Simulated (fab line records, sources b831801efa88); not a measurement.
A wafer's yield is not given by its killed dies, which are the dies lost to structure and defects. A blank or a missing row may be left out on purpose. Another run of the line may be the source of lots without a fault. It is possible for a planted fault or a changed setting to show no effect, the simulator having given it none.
Struck lot and sound lot, side by side | flow sfq-line | 14 steps out of a route of 325
Sound: wafers L963.2, L963.3, L963.5. Struck: wafer L975.2 (left out: L975.3, L975.6 of the same lot, which were not struck); the cause appears at the end.
Each step with rows lists, per side, the tool, then ch with its chambers, then its first start. Under that, the readings that differ: sound wafers | struck wafers | difference of the means | sigmas: that difference in standard deviations of wafers without a fault.
alike: a reading whose means differ by less than 2 such deviations, as well as words and numbers matching on both sides. not compared: withheld readings; readings where some wafer has no value; bounds like >300 that might hide an equal value; numbers whose values overlap and for which the record gives no deviation.
A row with sigmas, a row that says differs or no value, or rows on one side alone: a step with any of these is where the two part. When numbers do not overlap yet have no deviation, they are printed without sigmas and do not part them. A reading that every wafer of one side lacks parts them only if that side has two wafers or more.

first, 6 steps without rows for these wafers: SFQ_TRILAYER_M4_LITHO_COAT_098 (resist thk 62 nm); SFQ_TRILAYER_M4_LITHO_COAT_093 (resist thk 600 nm); SFQ_TRILAYER_M4_LITHO_SOFTBAKE_097; SFQ_TRILAYER_M4_LITHO_EXPOSE_094 (exposes mask M4, target cd 500 nm); SFQ_TRILAYER_M4_LITHO_PEB_096 (peb time 60 s); SFQ_TRILAYER_M4_LITHO_DEVELOP_095 (time 60 s).
SFQ_M4_OVL_MEAS_926:
  sound on overlay-01 at day 45 16:52; struck on overlay-02 at day 51 10:37
  reading     | sound   | struck | difference | sigmas
  M4_OVL (nm) | 12 7 12 | -2     | -12        | -2
SFQ_TRILAYER_M4_BARC_OPEN_METAL_ETCH_123: etches BARC in O2, target depth 125 nm, time 41.7 s.
  sound on rie-metal-03 ch 0,1, day 45 16:54; struck on rie-metal-02 ch 1, day 51 10:40
  alike: bias-w, drypump-motor-current-A, oes-product-au
  not compared: rf-hours-counter-h
SFQ_TRILAYER_M4_ETCH_METAL_ETCH_096: etches Nb in Cl2/Ar, stops on SiO2, target depth 240 nm, time 120 s.
  sound on rie-metal-03 ch 0,1, day 45 16:58; struck on rie-metal-02 ch 1, day 51 10:49
  alike: bias-w, drypump-motor-current-A, oes-product-au
  not compared: rf-hours-counter-h
SFQ_TRILAYER_M4_STRIP_STRIP_097: strips in O2.
  sound on rie-metal-03 ch 0,1, day 45 17:05; struck on rie-metal-02 ch 1, day 51 11:13
  alike: drypump-motor-current-A, oes-product-au
  not compared: rf-hours-counter-h
then, 1 step without rows for these wafers: SFQ_TRILAYER_M4_STRIP_SOLV_CLEAN_098 (cleans in NMP, time 600 s).
SFQ_TRILAYER_I4_DEP_PECVD_099: deposits SiO2 from SiH4/N2O, time 111.11 s, target thk 500 nm.
  sound on pecvd-01 ch 0,2, day 45 17:52; struck on pecvd-04 ch 1, day 51 12:23
  alike: heater-power-w, showerhead-vpp-V, throttle-valve-pct
SFQ_TRILAYER_I4_CMP_CMP_100: polishes SiO2.
  sound on cmp-01 ch 0,2,3, day 45 20:57; struck on cmp-01 ch 3, day 51 16:37
  reading                | sound       | struck | difference | sigmas
  time-to-endpoint-s (s) | 210 213 213 | 114    | -98        | -14
  alike: motor-current-A
SFQ_I4_BOW_MEAS_927:
  sound on film-metro-04 at day 45 23:28; struck on film-metro-03 at day 51 19:38
  alike: I4_BOW

== WHERE THEY PART ==
Earliest at SFQ_M4_OVL_MEAS_926; latest, in this record, at SFQ_TRILAYER_I4_CMP_CMP_100. Later steps at which nothing parts them and some readings are alike: SFQ_I4_BOW_MEAS_927.

WHY: whatever the simulator had introduced
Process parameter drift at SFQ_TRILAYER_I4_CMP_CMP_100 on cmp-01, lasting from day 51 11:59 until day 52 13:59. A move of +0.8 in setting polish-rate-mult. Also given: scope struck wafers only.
